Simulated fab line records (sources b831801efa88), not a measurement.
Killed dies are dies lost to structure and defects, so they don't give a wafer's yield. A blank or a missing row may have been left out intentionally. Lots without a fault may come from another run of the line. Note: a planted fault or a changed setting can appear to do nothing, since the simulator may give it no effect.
fab line records	flow gf180mcu	part 1 of 2: steps 1 to 25 of 34
record lots=5	wafers=15	last_day=34
route steps=602 shown SAB@273 SALICIDE@278 CONTACT@287
lots that met no fault: taken from a fault-free run of the same line
start_h: the number of hours between the record's first day and the start of the first shown wafer of the lot	wait_h: hours from the lot's prior step to this one	" same as the row above	L1.1+2: one row covering several wafers at once	- no value, or no start was given	* or withheld: withheld	< > ~ a bound
route shown NAME@n: names a module that has steps shown in the file, with the first one's number in the route	usual: mean and standard deviation over wafers with no fault	same: alike in all rows	chamber/n: place in a boat	sites: readings site by site	_std_site: how widely they spread, as a standard deviation	_edge_site: inner sites' mean taken away from outer sites' mean	radius_mm: how far each site lies from the wafer's centre	mask NAME#n: copy n	behind: the last tool/chamber to shape the wafer	hold: why the lot was held/for how many hours/how that ended	device: whichever transistor did not switch (one of n, p or np)	end of line: the route-end tests of the same wafers	step lacking rows: just its recipe	killed: not the wafer's yield, but the dies lost to structure and defects at the first sort	map: a wafer's dies, x killed, . not, _ none there
set.NAME: the run value of the setting; set.NAME@STEP: its run value at that earlier step	model.NAME: the simulator's own value behind a step, which no gauge read
lots at selected steps of the route; one table per step, one row per wafer
services: the hour from which a tool's chamber was out of use, counted from the record's first day as start_h (under 0 if before that day), plus the number of hours and why
## steps
# step GF_SAB_CD_MEAS_09
# recipe target_cd_nm=420
# usual cd_nm=420.0/1.9
lot.wafer	tool	chamber	start_h	wait_h	cd_nm
L084.1	cd_sem-02	-	424.09	0.1	422.9
L084.5	"	-	"	"	421.5
L084.6	"	-	"	"	423.6
L086.3	cd_sem-02	-	440.65	0.1	421.2
L086.4	"	-	"	"	422.4
L086.6	"	-	"	"	421.3
L087.1	cd_sem-01	-	458.44	0.1	418.0
L087.4	"	-	"	"	421.6
L087.6	"	-	"	"	419.2
L090.3	cd_sem-01	-	471.18	0.1	416.0
L090.4	"	-	"	"	416.7
L090.5	"	-	"	"	415.0
L096.3	cd_sem-01	-	530.42	0.1	422.6
L096.4	"	-	"	"	425.0
L096.5	"	-	"	"	422.4
# step GF_SAB_OVL_MEAS_10
# usual SAB_OVL=0.5/1.4
lot.wafer	tool	chamber	start_h	wait_h	SAB_OVL[nm]
L084.1	overlay-02	-	424.21	0.1	3.1
L084.5	"	-	"	"	1.6
L084.6	"	-	"	"	2.8
L086.3	overlay-01	-	440.74	0.1	-0.5
L086.4	"	-	"	"	-0.2
L086.6	"	-	"	"	-0.5
L087.1	overlay-01	-	458.56	0.1	-0.5
L087.4	"	-	"	"	-1.0
L087.6	"	-	"	"	-1.3
L090.3	overlay-01	-	471.27	0.1	1.2
L090.4	"	-	"	"	2.3
L090.5	"	-	"	"	1.7
L096.3	overlay-01	-	530.51	0.1	-0.4
L096.4	"	-	"	"	1.1
L096.5	"	-	"	"	0.6
# step GF_SAB_ETCH_11
# recipe chemistry=C4F8/O2/Ar	mask_material=NOVOLAK	target=SiO2	target_depth_nm=55	source_w=1500	bias_w=1200	pressure_mtorr=40	c4f8_flow_sccm=withheld	O2_flow_sccm=6	Ar_flow_sccm=300	time_s=8.5
# usual oes_product_au=1.001/0.0089
lot.wafer	tool	chamber	start_h	wait_h	oes_product_au	rf_hours_counter_h
L084.1	rie_diel-02	2	424.25	0.0	0.986	0
L084.5	"	3	"	"	1.001	-
L084.6	"	2	"	"	0.976	-
L086.3	rie_diel-02	3	440.76	0.0	0.998	1
L086.4	"	2	"	"	0.988	1
L086.6	"	1	"	"	0.990	-
L087.1	rie_diel-04	1	458.60	0.0	1.009	77
L087.4	"	0	"	"	0.994	6
L087.6	"	0	"	"	1.001	-
L090.3	rie_diel-02	3	471.30	0.0	1.003	2
L090.4	"	1	"	"	1.000	97
L090.5	"	2	"	"	0.996	-
L096.3	rie_diel-02	1	530.53	0.0	0.982	0
L096.4	"	2	"	"	0.993	-
L096.5	"	1	"	"	0.986	-
# step GF_SAB_WET_ETCH_12
# recipe chemistry=dHF	target_depth_nm=22	dry=n2_spin	target=SiO2	temp_c=25	dilution=100:1	time_s=440
lot.wafer	tool	chamber	start_h	wait_h
L084.1+5+6	wet_bench-01	1	424.27	0.0
L086.3+4+6	wet_bench-01	1	440.78	0.0
L087.1+4+6	wet_bench-03	1	458.62	0.0
L090.3+4+5	wet_bench-03	0	471.32	0.0
L096.3+4+5	wet_bench-04	1	530.55	0.0
# step GF_SAB_STRIP_13
# recipe chemistry=O2/N2	power_w=1400	pressure_mtorr=1500	platen_temp_c=250	o2_flow_sccm=3000	n2_flow_sccm=300	overash_fraction=0.5
# usual drypump_motor_current_A=5.8/0.46	heater_power_w=341/21	oes_product_au=0.710/0.0045	strip_time_to_endpoint_s=12.61/0.03
lot.wafer	tool	chamber	start_h	wait_h	drypump_motor_current_A	heater_power_w	oes_product_au	rf_hours_counter_h	strip_time_to_endpoint_s
L084.1	plasma_asher-03	0	424.40	0.0	6.3	350	0.704	75	12.61
L084.5	"	1	"	"	5.6	362	0.714	-	12.60
L084.6	"	0	"	"	6.3	352	0.707	-	12.61
L086.3	plasma_asher-01	0	441.10	0.0	6.4	289	0.702	-	12.58
L086.4	"	1	"	"	6.1	334	0.712	-	12.59
L086.6	"	0	"	"	6.4	297	0.716	-	12.61
L087.1	plasma_asher-04	1	458.75	0.0	5.1	325	0.710	65	12.61
L087.4	"	1	"	"	5.1	315	0.710	-	12.61
L087.6	"	0	"	"	5.8	356	0.716	-	12.60
L090.3	plasma_asher-01	0	471.48	0.0	6.4	302	0.710	-	12.62
L090.4	"	1	"	"	6.1	338	0.717	-	12.67
L090.5	"	0	"	"	6.4	294	0.707	-	12.61
L096.3	plasma_asher-03	0	530.72	0.0	6.4	345	0.708	-	12.56
L096.4	"	1	"	"	5.6	350	0.705	-	12.59
L096.5	"	0	"	"	6.3	337	0.716	-	12.56
# step GF_SALICIDE_CLEAN_00
# recipe chemistry=SC1/SC2	mix=1:4:20	temp_c=70	time_s=150
lot.wafer	tool	chamber	start_h	wait_h
L084.1+5+6	wet_bench-04	0	424.50	0.1
L086.3+4+6	wet_bench-01	0	441.17	0.0
L087.1+4+6	wet_bench-04	1	458.85	0.1
L090.3+4+5	wet_bench-04	3	471.55	0.0
L096.3+4+5	wet_bench-01	0	530.78	0.0
# step GF_SALICIDE_WET_ETCH_01
# recipe chemistry=dHF	target_depth_nm=5	dry=ipa_marangoni	target=SiO2	temp_c=25	dilution=100:1	time_s=100
lot.wafer	tool	chamber	start_h	wait_h
L084.1+5+6	wet_bench-02	3	424.55	0.0
L086.3+4+6	wet_bench-04	1	441.28	0.0
L087.1+4+6	wet_bench-01	0	458.90	0.0
L090.3+4+5	wet_bench-01	0	471.60	0.0
L096.3+4+5	wet_bench-02	1	530.83	0.0
# step GF_SALICIDE_SPUTTER_02
# recipe material=Co	target_thk_nm=10	power_w=1000	time_s=20	chamber_pressure_pa=0.4
# usual throttle_valve_pct=29.6/1.1
lot.wafer	tool	chamber	start_h	wait_h	throttle_valve_pct
L084.1	pvd_sputter-04	-	424.58	0.0	27.5
L084.5	"	-	"	"	28.4
L084.6	"	-	"	"	31.1
L086.3	pvd_sputter-04	-	441.32	0.0	31.0
L086.4	"	-	"	"	27.5
L086.6	"	-	"	"	30.6
L087.1	pvd_sputter-01	-	458.93	0.0	29.7
L087.4	"	-	"	"	29.4
L087.6	"	-	"	"	29.0
L090.3	pvd_sputter-04	-	471.63	0.0	28.6
L090.4	"	-	"	"	27.7
L090.5	"	-	"	"	27.3
L096.3	pvd_sputter-03	-	530.87	0.0	29.9
L096.4	"	-	"	"	30.9
L096.5	"	-	"	"	30.1
# step GF_SALICIDE_SPUTTER_03
# recipe material=TiN	target_thk_nm=20	power_w=6500	time_s=16.7	chamber_pressure_pa=0.4
# usual throttle_valve_pct=29.6/1.1
lot.wafer	tool	chamber	start_h	wait_h	throttle_valve_pct
L084.1	pvd_sputter-04	-	424.61	0.0	27.5
L084.5	"	-	"	"	28.1
L084.6	"	-	"	"	31.0
L086.3	pvd_sputter-04	-	441.34	0.0	30.9
L086.4	"	-	"	"	27.8
L086.6	"	-	"	"	30.9
L087.1	pvd_sputter-01	-	458.96	0.0	29.5
L087.4	"	-	"	"	29.2
L087.6	"	-	"	"	29.2
L090.3	pvd_sputter-04	-	471.66	0.0	28.6
L090.4	"	-	"	"	27.5
L090.5	"	-	"	"	27.8
L096.3	pvd_sputter-03	-	530.90	0.0	29.9
L096.4	"	-	"	"	31.1
L096.5	"	-	"	"	29.9
# step GF_SALICIDE_RS_MEAS_04
# recipe thk_meas_gauge=four-point-probe	reads=TiN_of_SALICIDE_SPUTTER_03+Co_of_SALICIDE_SPUTTER_02
# usual SALICIDE_TIN_RS=16.3/0.33
lot.wafer	tool	chamber	start_h	wait_h	SALICIDE_TIN_RS[ohm/sq]
L084.1	film_metro-02	-	424.64	0.0	16.1
L084.5	"	-	"	"	15.8
L084.6	"	-	"	"	15.9
L086.3	film_metro-03	-	441.41	0.1	16.0
L086.4	"	-	"	"	16.1
L086.6	"	-	"	"	15.9
L087.1	film_metro-02	-	458.99	0.0	16.4
L087.4	"	-	"	"	16.2
L087.6	"	-	"	"	16.4
L090.3	film_metro-02	-	471.73	0.1	16.1
L090.4	"	-	"	"	16.6
L090.5	"	-	"	"	16.5
L096.3	film_metro-03	-	530.96	0.1	16.8
L096.4	"	-	"	"	16.9
L096.5	"	-	"	"	16.9
# step GF_SALICIDE_THK_MEAS_05
# recipe thk_meas_gauge=xrf	reads=TiN_of_SALICIDE_SPUTTER_03
# usual SALICIDE_TIN_THK=19.98/0.21
lot.wafer	tool	chamber	start_h	wait_h	SALICIDE_TIN_THK[nm]
L084.1	film_metro-02	-	424.76	0.1	19.59
L084.5	"	-	"	"	19.86
L084.6	"	-	"	"	19.85
L086.3	film_metro-03	-	441.51	0.1	20.14
L086.4	"	-	"	"	19.93
L086.6	"	-	"	"	20.18
L087.1	film_metro-02	-	459.11	0.1	19.78
L087.4	"	-	"	"	19.71
L087.6	"	-	"	"	19.88
L090.3	film_metro-02	-	471.83	0.1	20.02
L090.4	"	-	"	"	19.93
L090.5	"	-	"	"	19.92
L096.3	film_metro-03	-	531.06	0.1	20.00
L096.4	"	-	"	"	19.69
L096.5	"	-	"	"	19.89
# step GF_SALICIDE_RTA_06
# recipe temp_c=530	time_s=30	ambient=N2
# usual lamp_power_pct=6.23/0.061	wafer_temp_C_max=532.4/0.62
lot.wafer	tool	chamber	start_h	wait_h	lamp_power_pct	wafer_temp_C_max
L084.1	rtp_anneal-02	0	424.82	0.1	6.16	531.4
L084.5	"	0	"	"	6.17	531.7
L084.6	"	0	"	"	6.17	531.5
L086.3	rtp_anneal-01	0	441.58	0.1	6.29	532.0
L086.4	"	0	"	"	6.29	532.3
L086.6	"	0	"	"	6.29	533.3
L087.1	rtp_anneal-02	0	459.17	0.1	6.17	532.7
L087.4	"	0	"	"	6.17	532.6
L087.6	"	0	"	"	6.17	532.1
L090.3	rtp_anneal-02	0	471.90	0.1	6.17	532.4
L090.4	"	0	"	"	6.17	531.5
L090.5	"	0	"	"	6.17	532.3
L096.3	rtp_anneal-02	0	531.14	0.1	6.17	532.2
L096.4	"	0	"	"	6.17	532.6
L096.5	"	0	"	"	6.18	531.7
# step GF_SALICIDE_WET_ETCH_07
# recipe chemistry=SPM	target_depth_nm=120	dry=n2_spin
lot.wafer	tool	chamber	start_h	wait_h
L084.1+5+6	wet_bench-01	0	425.02	0.2
L086.3+4+6	wet_bench-01	3	441.65	0.1
L087.1+4+6	wet_bench-04	0	459.27	0.1
L090.3+4+5	wet_bench-04	1	471.97	0.1
L096.3+4+5	wet_bench-01	2	531.20	0.1
# step GF_SALICIDE_RTA_08
# recipe temp_c=800	time_s=30	ambient=N2
# usual lamp_power_pct=17.31/0.17	wafer_temp_C_max=803.5/0.81
lot.wafer	tool	chamber	start_h	wait_h	lamp_power_pct	wafer_temp_C_max
L084.1	rtp_anneal-01	0	425.11	0.0	17.45	803.5
L084.5	"	0	"	"	17.48	804.0
L084.6	"	0	"	"	17.49	804.4
L086.3	rtp_anneal-02	0	441.92	0.1	17.12	803.5
L086.4	"	0	"	"	17.12	802.5
L086.6	"	0	"	"	17.14	803.3
L087.1	rtp_anneal-01	0	459.36	0.0	17.49	803.4
L087.4	"	0	"	"	17.48	803.1
L087.6	"	0	"	"	17.46	803.4
L090.3	rtp_anneal-01	0	472.09	0.0	17.49	803.5
L090.4	"	0	"	"	17.47	804.2
L090.5	"	0	"	"	17.46	804.4
L096.3	rtp_anneal-01	0	531.33	0.0	17.47	804.6
L096.4	"	0	"	"	17.46	803.7
L096.5	"	0	"	"	17.48	803.3
# step GF_CONTACT_CVD_00
# recipe material=SiO2	target_thk_nm=300	sigma_open_frac=0.3	temp_c=400	time_s=50	sih4_flow_sccm=60	pressure_mtorr=6
# usual pressure_mtorr=6.001/0.013
lot.wafer	tool	chamber	start_h	wait_h	pressure_mtorr
L084.1	hdpcvd-01	2	425.21	0.1	5.984
L084.5	"	1	"	"	6.022
L084.6	"	2	"	"	5.985
L086.3	hdpcvd-01	1	442.05	0.1	5.997
L086.4	"	2	"	"	6.001
L086.6	"	0	"	"	6.005
L087.1	hdpcvd-02	0	459.46	0.1	5.964
L087.4	"	2	"	"	5.988
L087.6	"	1	"	"	6.012
L090.3	hdpcvd-02	1	472.16	0.1	6.013
L090.4	"	0	"	"	6.018
L090.5	"	2	"	"	6.008
L096.3	hdpcvd-01	2	531.42	0.1	5.992
L096.4	"	1	"	"	5.997
L096.5	"	2	"	"	5.976
# step GF_CONTACT_THK_MEAS_01
# recipe reads=SiO2_of_CONTACT_CVD_00
# usual CONTACT_CVD_00_THK=301.9/2.9
lot.wafer	tool	chamber	start_h	wait_h	CONTACT_CVD_00_THK[nm]
L084.1	film_metro-01	-	425.25	0.0	299.9
L084.5	"	-	"	"	302.1
L084.6	"	-	"	"	301.2
L086.3	film_metro-03	-	442.11	0.0	305.3
L086.4	"	-	"	"	305.6
L086.6	"	-	"	"	305.5
L087.1	film_metro-03	-	459.50	0.0	302.6
L087.4	"	-	"	"	299.2
L087.6	"	-	"	"	299.7
L090.3	film_metro-04	-	472.22	0.0	300.8
L090.4	"	-	"	"	294.2
L090.5	"	-	"	"	301.0
L096.3	film_metro-04	-	531.48	0.0	303.2
L096.4	"	-	"	"	303.0
L096.5	"	-	"	"	304.1
# step GF_CONTACT_CVD_02
# recipe material=SiO2	target_thk_nm=860	precursor=TEOS	temp_c=400	time_s=95.992	rf_w=600
# usual heater_power_w=681/99
lot.wafer	tool	chamber	start_h	wait_h	heater_power_w
L084.1	pecvd-04	2	425.31	0.1	495
L084.5	"	2	"	"	563
L084.6	"	0	"	"	698
L086.3	pecvd-02	0	442.15	0.0	689
L086.4	"	1	"	"	899
L086.6	"	0	"	"	724
L087.1	pecvd-02	2	459.56	0.1	769
L087.4	"	0	"	"	696
L087.6	"	1	"	"	906
L090.3	pecvd-03	0	472.26	0.0	653
L090.4	"	1	"	"	677
L090.5	"	0	"	"	705
L096.3	pecvd-03	0	531.52	0.0	592
L096.4	"	0	"	"	663
L096.5	"	1	"	"	677
# step GF_CONTACT_THK_MEAS_03
# recipe reads=SiO2_of_CONTACT_CVD_02
# usual CONTACT_CVD_02_THK=859/10
lot.wafer	tool	chamber	start_h	wait_h	CONTACT_CVD_02_THK[nm]
L084.1	film_metro-04	-	425.38	0.0	850
L084.5	"	-	"	"	862
L084.6	"	-	"	"	858
L086.3	film_metro-04	-	442.24	0.1	861
L086.4	"	-	"	"	873
L086.6	"	-	"	"	862
L087.1	film_metro-04	-	459.63	0.0	853
L087.4	"	-	"	"	873
L087.6	"	-	"	"	872
L090.3	film_metro-04	-	472.35	0.1	844
L090.4	"	-	"	"	870
L090.5	"	-	"	"	852
L096.3	film_metro-03	-	531.61	0.1	859
L096.4	"	-	"	"	863
L096.5	"	-	"	"	869
# step GF_CONTACT_CMP_04
# recipe material=SiO2	down_force_psi=4	platen_rpm=60	pad_velocity_m_s=0.94248
# usual head_pressure_psi=3.999/0.0092	motor_current_A=12.1/1.2	time_to_endpoint_s=112/4.9
lot.wafer	tool	chamber	start_h	wait_h	head_pressure_psi	motor_current_A	time_to_endpoint_s
L084.1	cmp-01	0	425.54	0.1	3.993	13.2	113
L084.6	"	2	"	"	4.006	11.7	109
L084.5	"	3	"	"	4.010	10.3	112
L086.3	cmp-01	1	442.28	0.0	3.989	10.6	111
L086.4	"	2	"	"	3.996	12.1	111
L086.6	"	1	"	"	4.000	10.6	113
L087.4	cmp-02	0	459.69	0.0	4.003	12.3	112
L087.1	"	2	"	"	4.006	11.7	106
L087.6	"	1	"	"	3.983	13.6	115
L090.3	cmp-02	0	472.39	0.0	3.997	12.4	108
L090.4	"	2	"	"	4.002	11.5	118
L090.5	"	1	"	"	3.983	13.8	109
L096.4	cmp-02	0	531.70	0.1	3.986	12.3	114
L096.3	"	2	"	"	3.985	11.6	113
L096.5	"	0	"	"	3.998	12.5	120
# step GF_CONTACT_BOW_MEAS_05
# recipe mode=bow
# usual CONTACT_BOW=68/7.4
lot.wafer	tool	chamber	start_h	wait_h	CONTACT_BOW[um]
L084.1	film_metro-03	-	425.74	0.1	61
L084.5	"	-	"	"	66
L084.6	"	-	"	"	76
L086.3	film_metro-04	-	442.68	0.3	57
L086.4	"	-	"	"	62
L086.6	"	-	"	"	64
L087.1	film_metro-04	-	459.99	0.1	77
L087.4	"	-	"	"	68
L087.6	"	-	"	"	64
L090.3	film_metro-03	-	472.73	0.3	74
L090.4	"	-	"	"	65
L090.5	"	-	"	"	62
L096.3	film_metro-04	-	531.99	0.1	57
L096.4	"	-	"	"	56
L096.5	"	-	"	"	64
# step GF_CONTACT_DEHYDRATE_06
# recipe temp_c=200	time_s=60
# usual chill_plate_temp_C=22.98/0.11	exhaust_pa=44.9/0.93
lot.wafer	tool	chamber	start_h	wait_h	chill_plate_temp_C	exhaust_pa
L084.1	litho_track-01	0	437.06	11.3	22.84	45.6
L084.5	"	0	"	"	22.94	46.3
L084.6	"	0	"	"	22.83	44.8
L086.3	litho_track-01	0	454.86	12.2	22.90	43.9
L086.4	"	0	"	"	22.81	44.3
L086.6	"	0	"	"	22.89	43.4
L087.1	litho_track-01	0	471.25	11.2	23.10	46.9
L087.4	"	0	"	"	23.04	45.5
L087.6	"	0	"	"	23.11	45.4
L090.3	litho_track-02	0	484.11	11.4	23.04	45.1
L090.4	"	0	"	"	23.12	44.8
L090.5	"	0	"	"	23.16	44.0
L096.3	litho_track-01	0	542.50	10.5	22.96	44.8
L096.4	"	0	"	"	23.01	45.0
L096.5	"	0	"	"	23.16	46.2
# step GF_CONTACT_HMDS_07
# recipe prime_time_s=60	prime_temp_c=120
# usual chill_plate_temp_C=23.04/0.12	exhaust_pa=45.1/0.81	prime_temp_c=120.01/0.13
lot.wafer	tool	chamber	start_h	wait_h	chill_plate_temp_C	exhaust_pa	prime_temp_c
L084.1	litho_track-01	0	437.21	0.1	22.71	44.8	119.94
L084.5	"	0	"	"	22.96	46.3	120.09
L084.6	"	0	"	"	22.91	45.1	119.86
L086.3	litho_track-01	0	455.01	0.1	22.85	45.8	120.04
L086.4	"	0	"	"	23.01	45.6	119.95
L086.6	"	0	"	"	23.22	45.3	120.10
L087.1	litho_track-01	0	471.40	0.1	23.12	45.9	120.09
L087.4	"	0	"	"	22.96	45.8	120.14
L087.6	"	0	"	"	22.92	46.3	120.10
L090.3	litho_track-02	0	484.26	0.1	23.00	44.8	119.83
L090.4	"	0	"	"	22.94	44.5	120.11
L090.5	"	0	"	"	22.92	43.8	119.88
L096.3	litho_track-01	0	542.65	0.1	22.99	44.5	119.94
L096.4	"	0	"	"	23.17	44.3	119.81
L096.5	"	0	"	"	23.05	45.6	120.13
# step GF_CONTACT_COAT_08
# recipe resist=BARC	temp_c=withheld	time_s=withheld	spin_rpm=withheld	resist_thk_nm=withheld
# usual chill_plate_temp_C=*	dispense_pressure_kPa=49.2/1.5	exhaust_pa=44.8/0.89
lot.wafer	tool	chamber	start_h	wait_h	chill_plate_temp_C	dispense_pressure_kPa	exhaust_pa
L084.1	litho_track-01	0	437.36	0.1	*	47.7	44.3
L084.5	"	0	"	"	*	47.7	44.8
L084.6	"	0	"	"	*	47.7	44.3
L086.3	litho_track-01	0	455.16	0.1	*	47.7	44.4
L086.4	"	0	"	"	*	47.7	43.1
L086.6	"	0	"	"	*	47.7	44.1
L087.1	litho_track-01	0	471.55	0.1	*	47.7	44.8
L087.4	"	0	"	"	*	47.7	44.1
L087.6	"	0	"	"	*	47.7	44.9
L090.3	litho_track-02	0	484.41	0.1	*	51.0	46.2
L090.4	"	0	"	"	*	51.0	44.0
L090.5	"	0	"	"	*	51.0	43.5
L096.3	litho_track-01	0	542.80	0.1	*	47.7	46.9
L096.4	"	0	"	"	*	47.7	46.5
L096.5	"	0	"	"	*	47.7	47.0
# step GF_CONTACT_COAT_09
# recipe resist=KrF	spin_rpm=withheld	resist_thk_nm=1000
# usual chill_plate_temp_C=23.02/0.11	dispense_pressure_kPa=49.2/1.5	exhaust_pa=45.0/0.88
lot.wafer	tool	chamber	start_h	wait_h	chill_plate_temp_C	dispense_pressure_kPa	exhaust_pa
L084.1	litho_track-01	0	-	-	23.13	47.8	44.9
L084.5	"	0	"	"	23.11	47.7	45.9
L084.6	"	0	"	"	23.18	47.7	44.7
L086.3	litho_track-01	0	-	-	23.09	47.7	44.6
L086.4	"	0	"	"	23.19	47.7	45.7
L086.6	"	0	"	"	23.12	47.7	44.1
L087.1	litho_track-01	0	-	-	23.08	47.7	45.6
L087.4	"	0	"	"	22.98	47.7	46.0
L087.6	"	0	"	"	22.99	47.7	46.2
L090.3	litho_track-02	0	-	-	22.93	51.0	46.3
L090.4	"	0	"	"	23.02	51.0	44.9
L090.5	"	0	"	"	23.03	51.0	45.9
L096.3	litho_track-01	0	-	-	22.89	47.7	44.2
L096.4	"	0	"	"	22.85	47.7	45.2
L096.5	"	0	"	"	22.87	47.7	44.6
# step GF_CONTACT_SOFTBAKE_10
# recipe temp_c=130	time_s=60	resist=KrF
# usual chill_plate_temp_C=22.98/0.11	exhaust_pa=45.1/1
lot.wafer	tool	chamber	start_h	wait_h	chill_plate_temp_C	exhaust_pa
L084.1	litho_track-01	0	-	-	22.85	44.5
L084.5	"	0	"	"	22.84	44.5
L084.6	"	0	"	"	22.84	43.5
L086.3	litho_track-01	0	-	-	22.88	44.0
L086.4	"	0	"	"	23.02	45.4
L086.6	"	0	"	"	22.87	43.8
L087.1	litho_track-01	0	-	-	23.02	45.3
L087.4	"	0	"	"	22.99	44.5
L087.6	"	0	"	"	22.89	44.7
L090.3	litho_track-02	0	-	-	23.22	44.5
L090.4	"	0	"	"	23.16	45.2
L090.5	"	0	"	"	23.09	45.9
L096.3	litho_track-01	0	-	-	22.98	45.3
L096.4	"	0	"	"	23.02	45.2
L096.5	"	0	"	"	23.08	46.5
